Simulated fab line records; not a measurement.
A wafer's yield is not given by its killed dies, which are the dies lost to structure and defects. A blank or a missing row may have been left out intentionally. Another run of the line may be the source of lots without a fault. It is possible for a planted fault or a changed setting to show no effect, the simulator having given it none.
A single fault, viewed from 2 desks | flow sky130 | each desk has only its own numbers; what lay behind them comes last

## AT THE TOOL OWNER'S DESK: implanter-02
The tool's own readings at SKY_LDD_N_IMPLANT_15, given as means over the sampled wafers that have a number, one for each lot that went through this tool. A lot is out of limits, marked OUT, if its mean lies more than 4 standard deviations from the usual mean; the brackets give that distance.
Columns: A = dose_ions_cm2 at SKY_LDD_N_IMPLANT_15, usual 5e+12; B = faraday_current_uA at SKY_LDD_N_IMPLANT_15, usual 28.2; C = rotation_deg at SKY_LDD_N_IMPLANT_15, usual 270.00 degrees
lot  | first seen here | A                       | B              | C
L538 | day 17 21:38    | 5e+12                   | 28.2           | 270.04
L543 | day 20 09:36    | 5e+12                   | 27.7           | 270.00
L548 | day 21 17:10    | 5e+12                   | 28.5           | 270.01
L549 | day 22 01:08    | 5e+12                   | 28.7           | 269.99
L551 | day 22 14:31    | 5e+12                   | 27.7           | 270.04
L556 | day 24 08:22    | 4e+12 (-99 or more) OUT | 20.3 (-14) OUT | 269.99
L558 | day 25 01:29    | 4e+12 (-99 or more) OUT | 20.1 (-14) OUT | 269.99
This desk finds L556, L558 out of limits, L556 being first, at day 24 08:22 (dose_ions_cm2 at SKY_LDD_N_IMPLANT_15). Within limits: L538, L543, L548, L549, L551.

## FROM THE METROLOGY DESK
Means of the sampled wafers that have a number, per lot and without regard to the tool the lot ran on: this is what the gauges read. A lot is out of limits, marked OUT, if its mean lies more than 4 standard deviations from the usual mean; the brackets give that distance.
Columns: A = SD_N_OVL at SKY_SD_N_OVL_MEAS_08, usual 0.5 nm
lot  | first seen here | A
L538 | day 28 04:02    | 2.9
L540 | day 29 03:52    | 0.9
L541 | day 29 11:56    | -0.3
L542 | day 29 12:13    | -0.2
L543 | day 30 07:32    | -0.4
L544 | day 30 09:26    | 1.8
L548 | day 31 11:56    | 1.6
L549 | day 31 21:05    | -0.5
L551 | day 32 09:28    | 0.2
L556 | day 33 22:29    | 1.6
L558 | day 34 16:04    | -0.5
L560 | day 35 06:44    | 1.7
L561 | day 35 14:37    | -1.8
Finding of this desk: none of the 13 lots has anything out of limits.

## BROUGHT TOGETHER
The tool owner's desk had the chance to raise an alarm at day 24 08:22 on L556, L558.
Metrology desk: nothing out of limits seen.
The metrology desk holds a record of L556, L558, inside its limits.
The lots listed all ran SKY_LDD_N_IMPLANT_15 on implanter-02.

## WHAT THE SIMULATOR HAD INSERTED
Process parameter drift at SKY_LDD_N_IMPLANT_15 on implanter-02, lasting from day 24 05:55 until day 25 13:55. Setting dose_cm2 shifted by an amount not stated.
Lots struck among those shown: L556, L558.
How many hours passed from the start of the fault until each desk's first out-of-limits reading: the tool owner's desk, 2.
